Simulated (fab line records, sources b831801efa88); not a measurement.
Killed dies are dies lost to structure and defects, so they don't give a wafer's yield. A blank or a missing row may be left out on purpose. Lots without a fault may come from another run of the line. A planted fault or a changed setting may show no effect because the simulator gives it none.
A struck lot beside a sound one | flow sfq_line | 41 steps out of a route of 325
Sound: wafers L785.2, L785.3, L785.5. Struck: wafers L791.1, L791.2, L791.3. The cause comes at the end.
At each step with rows: each side's tool, then ch and its chambers, then its first start. Under that, the readings that differ: sound wafers | struck wafers | difference of the means | sigmas: that difference in standard deviations of wafers without a fault.
alike: readings whose means differ by less than 2 such deviations, and words and numbers that are the same on both sides. not compared: withheld readings, readings that some wafer has no value for, bounds like >300 that may hide the same value, and numbers for which the record gives no deviation and whose values overlap.
The two part at a step that has a row with sigmas, a row that says differs or no value, or rows on one side only. Numbers that don't overlap but have no deviation are shown without sigmas and don't part them. A reading that every wafer of one side lacks parts them only if that side has two wafers or more.

first, 6 steps without rows for these wafers: SFQ_TRILAYER_M7_LITHO_COAT_182 (resist thk 62 nm); SFQ_TRILAYER_M7_LITHO_COAT_177 (resist thk 600 nm); SFQ_TRILAYER_M7_LITHO_SOFTBAKE_181; SFQ_TRILAYER_M7_LITHO_EXPOSE_178 (exposes mask M7, target cd 500 nm); SFQ_TRILAYER_M7_LITHO_PEB_180 (peb time 60 s); SFQ_TRILAYER_M7_LITHO_DEVELOP_179 (time 60 s).
SFQ_M7_OVL_MEAS_945:
  sound on overlay-01, day 80 07:49; struck on overlay-02, day 85 17:08
  alike: M7_OVL
SFQ_TRILAYER_M7_BARC_OPEN_METAL_ETCH_229: etches BARC in O2, target depth 125 nm, time 41.7 s.
  sound on rie_metal-03 ch 0,1, day 80 07:51; struck on rie_metal-04 ch 0,1, day 85 17:10
  alike: drypump_motor_current_A, oes_product_au
  not compared: rf_hours_counter_h
then, 1 step without rows for these wafers: SFQ_TRILAYER_M7_ETCH_METAL_ETCH_180 (etches Nb in Cl2/Ar, stops on SiO2, target depth 240 nm, time 120 s).
SFQ_TRILAYER_M7_STRIP_STRIP_181: strips in O2.
  sound on rie_metal-03 ch 0,1, day 80 08:02; struck on rie_metal-04 ch 0,1, day 85 17:21
  alike: drypump_motor_current_A, oes_product_au
  not compared: rf_hours_counter_h
then, 1 step without rows for these wafers: SFQ_TRILAYER_M7_STRIP_SOLV_CLEAN_182 (cleans in NMP, time 600 s).
SFQ_TRILAYER_I7_DEP_PECVD_183: deposits SiO2 from SiH4/N2O, time 111.11 s, target thk 500 nm.
  sound on pecvd-02 ch 0,2, day 80 08:49; struck on pecvd-03 ch 0,1,2, day 85 18:08
  no value came back on the struck wafers for chamber_pressure_Torr (Torr), heater_power_outer_w (W), heater_power_w (W), throttle_valve_pct (%); on the sound wafers chamber_pressure_Torr (Torr) reads 2.396 2.407 2.398
SFQ_TRILAYER_I7_CMP_CMP_184: polishes SiO2.
  sound on cmp-02 ch 0,2,3, day 80 08:53; struck on cmp-02 ch 0,1,2, day 85 18:12
  reading                | sound       | struck | difference                    | sigmas
  time_to_endpoint_s (s) | 202 218 211 | - - -  | no value on the struck wafers |
  alike: motor_current_A
SFQ_I7_BOW_MEAS_946:
  sound on film_metro-01, day 80 12:08; struck on film_metro-01, day 85 21:12
  alike: I7_BOW
SFQ_TRILAYER_I7_METRO_MEASURE_185:
  sound on film_metro-01, day 80 12:26; struck on film_metro-01, day 85 21:19
then, 6 steps without rows for these wafers: SFQ_TRILAYER_I7_VIA_LITHO_COAT_192 (resist thk 62 nm); SFQ_TRILAYER_I7_VIA_LITHO_COAT_187 (resist thk 650 nm); SFQ_TRILAYER_I7_VIA_LITHO_SOFTBAKE_191; SFQ_TRILAYER_I7_VIA_LITHO_EXPOSE_188 (exposes mask I7, target cd 1000 nm); SFQ_TRILAYER_I7_VIA_LITHO_PEB_190 (peb time 60 s); SFQ_TRILAYER_I7_VIA_LITHO_DEVELOP_189 (time 60 s).
SFQ_I7_OVL_MEAS_947:
  sound on overlay-01, day 80 16:13; struck on overlay-01, day 86 00:54
  alike: I7_OVL
SFQ_TRILAYER_I7_VIA_BARC_OPEN_VIA_ETCH_260: etches BARC in O2, target depth 125 nm, time 41.7 s.
  sound on rie_diel-03 ch 2,3, day 80 16:15; struck on rie_diel-02 ch 0,2,3, day 86 00:56
  alike: drypump_motor_current_A, oes_product_au
  not compared: rf_hours_counter_h
SFQ_TRILAYER_I7_VIA_ETCH_VIA_ETCH_190: etches SiO2 in CHF3, stops on Nb, target depth 260 nm.
  sound on rie_diel-03 ch 2,3, day 80 16:17; struck on rie_diel-02 ch 0,2,3, day 86 00:58
  reading                  | sound             | struck            | difference | sigmas
  oes_product_au (a.u.)    | 0.844 0.860 0.846 | 0.372 0.380 0.378 | -0.473     | -99 or more
  model.etch.depth_nm (nm) | 199.9 200.7 200.1 | 0 0 0             | -200       |
  alike: drypump_motor_current_A
SFQ_TRILAYER_I7_VIA_STRIP_STRIP_191: strips in O2.
  sound on rie_metal-02 ch 1, day 80 16:25; struck on rie_metal-04 ch 0,1, day 86 01:05
  alike: drypump_motor_current_A, oes_product_au
  not compared: rf_hours_counter_h
then, 5 steps without rows for these wafers: SFQ_TRILAYER_I7_VIA_STRIP_SOLV_CLEAN_192 (cleans in NMP, time 600 s); SFQ_TRILAYER_M8_LITHO_LOR_COAT_197; SFQ_TRILAYER_M8_LITHO_LOR_BAKE_198; SFQ_TRILAYER_M8_LITHO_COAT_193 (resist thk 600 nm); SFQ_TRILAYER_M8_LITHO_SOFTBAKE_199.
SFQ_TRILAYER_M8_LITHO_EXPOSE_194: exposes mask M8, target cd 2000 nm.
  sound on krf_scanner-01 ch 0, day 84 23:02; struck on krf_scanner-02, day 86 04:04
  no value came back on the struck wafers for exposure_dose_mJ_cm2, focus_offset_nm (nm); on the sound wafers exposure_dose_mJ_cm2 reads 14.401 14.378 14.401
  alike: mask
then, 2 steps without rows for these wafers: SFQ_TRILAYER_M8_LITHO_PEB_196 (peb time 60 s); SFQ_TRILAYER_M8_LITHO_DEVELOP_195 (img clear 15 s, time 55 s).
SFQ_M8_OVL_MEAS_948:
  sound on overlay-02, day 85 00:20; struck on overlay-02, day 86 05:34
  reading     | sound | struck | difference                    | sigmas
  M8_OVL (nm) | 4 1 5 | - - -  | no value on the struck wafers |
then, 3 steps without rows for these wafers: SFQ_TRILAYER_M8_DEP_EVAP_197 (material Ti, target thk 20 nm, time 100 s); SFQ_TRILAYER_M8_DEP_EVAP_198 (material Pt, target thk 50 nm, time 250 s); SFQ_TRILAYER_M8_DEP_EVAP_196 (material Au, target thk 180 nm, time 900 s).
SFQ_M8_RS_MEAS_949: measures by four-point-probe.
  sound on film_metro-01, day 85 01:07; struck on film_metro-02, day 86 06:21
  alike: M8_AU_RS
SFQ_M8_THK_MEAS_950: measures by xrf.
  sound on film_metro-01, day 85 01:14; struck on film_metro-02, day 86 06:28
  alike: M8_AU_THK
then, 1 step without rows for these wafers: SFQ_TRILAYER_M8_LIFTOFF_LIFTOFF_197 (chemistry NMP, time 600 s).
SFQ_M8_BOW_MEAS_951:
  sound on film_metro-03, day 85 01:29; struck on film_metro-03, day 86 06:42
  reading                 | sound                | struck            | difference | sigmas
  model.etest.m8.ohm_sq   | 0.1547 0.1544 0.1557 | 1e+06 1e+06 1e+06 | +1e+06     |
  model.etest.i7.link_ohm | 1.052 1.062 1.051    | 1e+06 1e+06 1e+06 | +1e+06     |
  alike: M8_BOW

WHERE THEY PART
First at SFQ_TRILAYER_I7_DEP_PECVD_183; last, within this record, at SFQ_M8_OVL_MEAS_948. Later steps at which nothing parts them and some readings are alike: SFQ_M8_RS_MEAS_949, SFQ_M8_THK_MEAS_950, SFQ_M8_BOW_MEAS_951.

WHY: what the simulator had put in
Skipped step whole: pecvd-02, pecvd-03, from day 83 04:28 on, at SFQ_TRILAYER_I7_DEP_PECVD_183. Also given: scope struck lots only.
